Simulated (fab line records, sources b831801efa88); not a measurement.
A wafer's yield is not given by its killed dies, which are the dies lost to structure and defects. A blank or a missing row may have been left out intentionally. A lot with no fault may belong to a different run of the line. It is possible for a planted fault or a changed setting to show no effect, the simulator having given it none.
Matching of chambers	flow gf180mcu	GF_V5_ETCH_16 on rie_diel-02 has 4 sister chambers
The step etches BARC in N2/H2. 14 wafers are shown with their chamber, then 7 later ones without.

## WAFERS WITH THEIR CHAMBER
wafer	chamber	rf_fwd_power_W (W)	throttle_valve_pct (%)	oes_product_au (a.u.)
L078.1	2	496.5	13.220	0.864
L078.2	3	491.9	13.231	0.856
L078.3	0	493.5	13.224	0.861
L081.1	0	495.3	13.240	0.857
L081.2	3	496.3	13.215	0.863
L081.3	2	498.7	13.217	0.858
L080.1	0	495.4	13.248	0.857
L080.4	1	498.7	13.206	0.852
L080.6	0	497.3	13.235	0.862
L086.3	0	499.0	13.247	0.851
L086.5	1	499.3	13.230	0.864
L086.6	2	494.5	13.237	0.852
L092.2	0	494.6	13.239	0.852
L092.5	2	496.1	13.208	0.854

SIGNATURES (averages over the wafers above)
reading	chamber 0	chamber 1	chamber 2	chamber 3	scatter within a chamber
rf_fwd_power_W	495.850	499.000	496.450	494.100	1.96
throttle_valve_pct	13.23883	13.21800	13.22050	13.22300	0.0112
oes_product_au	0.85667	0.85800	0.85700	0.85950	0.00531
Rule: for each reading, subtract the chamber's mean from the wafer's reading, divide by that reading's scatter and square the result; add these up over the readings and take the root, which gives the wafer's distance from the chamber. The wafer belongs to the nearest chamber; if the next one is less than 2 further off, it can't be placed. The scatter is the square root of a quotient: the sum, over the shown wafers, of each reading's squared deviation from its chamber's mean, divided by wafers minus chambers.

## WAFERS WITH NO CHAMBER GIVEN
wafer	rf_fwd_power_W (W)	throttle_valve_pct (%)	oes_product_au (a.u.)
L092.6	495.8	13.206	0.863
L095.1	493.2	13.224	0.855
L095.5	493.4	13.224	0.855
L095.6	495.0	13.233	0.848
L096.2	495.3	13.248	0.849
L096.3	490.9	13.218	0.851
L096.5	490.5	13.223	0.856

## WHICH CHAMBER EACH ONE RAN IN
wafer	from the rows above	in truth
L092.6	can't be placed: 2 or 3 or 1 or 0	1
L095.1	can't be placed: 3 or 2 or 0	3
L095.5	can't be placed: 3 or 2 or 0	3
L095.6	can't be placed: 0 or 2 or 3 or 1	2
L096.2	can't be placed: 0 or 2 or 3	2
L096.3	can't be placed: 3 or 2 or 0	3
L096.5	can't be placed: 3 or 2 or 0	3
Correct placement for 0 of the 7. Can't be placed from these rows: 7 (the true chamber is among the candidates in 7). Placed wrongly: 0.
